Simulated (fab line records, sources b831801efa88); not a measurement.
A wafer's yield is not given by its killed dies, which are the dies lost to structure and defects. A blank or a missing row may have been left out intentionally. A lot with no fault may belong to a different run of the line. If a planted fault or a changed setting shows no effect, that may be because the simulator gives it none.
The same fault as seen by 2 desks    flow sfqLine    each desk has only its own numbers; what lay behind them comes last

AT THE METROLOGY DESK
What the gauges read, lot by lot, whatever tool the lot ran on: means of the sampled wafers that have a number. The brackets show how far a lot's mean lies from the usual mean; more than 4 standard deviations puts the lot out of limits, marked OUT.
Columns: A = M6_NB_RS at SFQ_M6_RS_MEAS_938, usual 0.889 ohm/sq
lot   first seen here  A
L666  day 59 03:00     0.879
L667  day 60 04:47     0.916
L668  day 60 06:00     0.885
L669  day 60 08:25     0.876
L670  day 64 07:44     0.889
L671  day 65 17:57     0.882
L673  day 65 21:32     0.897
L675  day 66 01:08     0.895
L679  day 71 12:11     0.689 (-17) OUT
L681  day 71 20:26     0.899
L682  day 71 22:49     0.694 (-16) OUT
L685  day 72 10:35     0.892
L687  day 72 15:25     0.874
L689  day 73 03:26     0.884
This desk reports L679, L682 out of limits; the earliest was L679 at day 71 12:11 (M6_NB_RS at SFQ_M6_RS_MEAS_938). L666, L667, L668, L669, L670, L671, L673, L675, L681, L685, L687, L689: within limits.

THE TOOL OWNER'S DESK: pvdSputter-06
The tool's own readings at SFQ_TRILAYER_M6_DEP_SPUTTER_157 (material Nb, target thk 200 nm, time 133.3 s): means of the sampled wafers that have a number, for each lot that ran on this tool. The brackets show how far a lot's mean lies from the usual mean; more than 4 standard deviations puts the lot out of limits, marked OUT.
Columns: A = throttleValvePct at SFQ_TRILAYER_M6_DEP_SPUTTER_157, usual 29.8 %
lot   first seen here  A
L666  day 59 02:53     29.9
L669  day 60 08:19     30.0
L670  day 64 07:38     29.5
L671  day 65 17:50     28.9
L679  day 71 12:04     29.1
L682  day 71 22:42     29.6
This desk found nothing out of limits on any of the 6 lots.

TAKEN TOGETHER
An alarm was possible from the metrology desk at day 71 12:11, on L679, L682.
Nothing out of limits was seen by the tool owner's desk.
Tool owner's desk: L679, L682 on record, inside its limits.
All the named lots went through SFQ_TRILAYER_M6_DEP_SPUTTER_157 on pvdSputter-06.

WHAT THE SIMULATOR HAD PUT IN
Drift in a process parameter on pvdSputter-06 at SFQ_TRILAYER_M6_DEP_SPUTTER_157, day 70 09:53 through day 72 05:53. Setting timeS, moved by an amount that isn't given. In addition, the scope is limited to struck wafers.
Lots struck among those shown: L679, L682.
Per desk, hours elapsed from the start of the fault to the first reading out of limits: for the metrology desk, 26.
